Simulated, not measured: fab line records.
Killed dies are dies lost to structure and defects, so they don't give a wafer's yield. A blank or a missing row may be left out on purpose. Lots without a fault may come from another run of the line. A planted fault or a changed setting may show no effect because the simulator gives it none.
The same fault as seen by 2 desks    flow sky130    each desk has only its own numbers; what lay behind them comes last

== TOOL OWNER'S DESK, cvd w-02 ==
The tool's own readings at SKY_VIA4_CVD_18 (deposits W, target thk 505 nm, time 152.14 s): means of the sampled wafers that have a number, for each lot that ran on this tool. The brackets show how far a lot's mean lies from the usual mean; more than 4 standard deviations puts the lot out of limits, marked OUT.
Columns: A = heater power w at SKY_VIA4_CVD_18, usual 832 W; B = susceptor temp C at SKY_VIA4_CVD_18, usual 400.01 C
lot   first seen here  A    B
L125  day 42 17:47     824  400.07
L126  day 43 00:23     808  400.20
L127  day 43 03:26     811  399.95
L130  day 44 16:23     819  400.01
L129  day 44 21:00     812  399.82
L131  day 45 02:43     788  397.14 (-15) OUT
L147  day 48 09:26     808  400.08
Finding of this desk: L131 out of limits; the first was L131 at day 45 02:43, on susceptor temp C at SKY_VIA4_CVD_18. L125, L126, L127, L130, L129, L147: within limits.

== METROLOGY DESK ==
What the gauges read, lot by lot, whatever tool the lot ran on: means of the sampled wafers that have a number. The brackets show how far a lot's mean lies from the usual mean; more than 4 standard deviations puts the lot out of limits, marked OUT.
Columns: A = VIA4_W_RS at SKY_VIA4_RS_MEAS_19, usual 0.2241 ohm/sq; B = VIA4_W_THK at SKY_VIA4_THK_MEAS_20, usual 503 nm
lot   first seen here  A                  B
L125  day 42 17:57     0.2238             501
L126  day 43 00:32     0.2249             499
L127  day 43 03:35     0.2235             506
L130  day 44 16:32     0.2230             501
L129  day 44 21:09     0.2217             511
L131  day 45 02:53     0.2364 (+4.2) OUT  478
L134  day 46 08:32     0.2274             490
L137  day 46 09:48     0.2252             493
L140  day 46 12:20     0.2283             500
L147  day 48 09:35     0.2243             495
L148  day 48 10:34     0.2257             503
This desk finds L131 out of limits, with the earliest case on L131 at day 45 02:53 (VIA4_W_RS at SKY_VIA4_RS_MEAS_19). L125, L126, L127, L130, L129, L134, L137, L140, L147, L148: within limits.

== BROUGHT TOGETHER ==
The tool owner's desk could have raised an alarm at day 45 02:43, on L131.
The metrology desk could have raised an alarm at day 45 02:53, on L131.
SKY_VIA4_CVD_18 was run on cvd w-02 by each of the lots named.

== WHAT WAS PUT IN BY THE SIMULATOR ==
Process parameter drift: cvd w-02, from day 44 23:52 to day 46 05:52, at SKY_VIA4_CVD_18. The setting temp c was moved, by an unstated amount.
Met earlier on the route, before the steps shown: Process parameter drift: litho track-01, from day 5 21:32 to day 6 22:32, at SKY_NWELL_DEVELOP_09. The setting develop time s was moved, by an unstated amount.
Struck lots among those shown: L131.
Delay (hours) between the fault's onset and each desk's first out-of-limits reading: 3 at the tool owner's desk, 3 at the metrology desk.
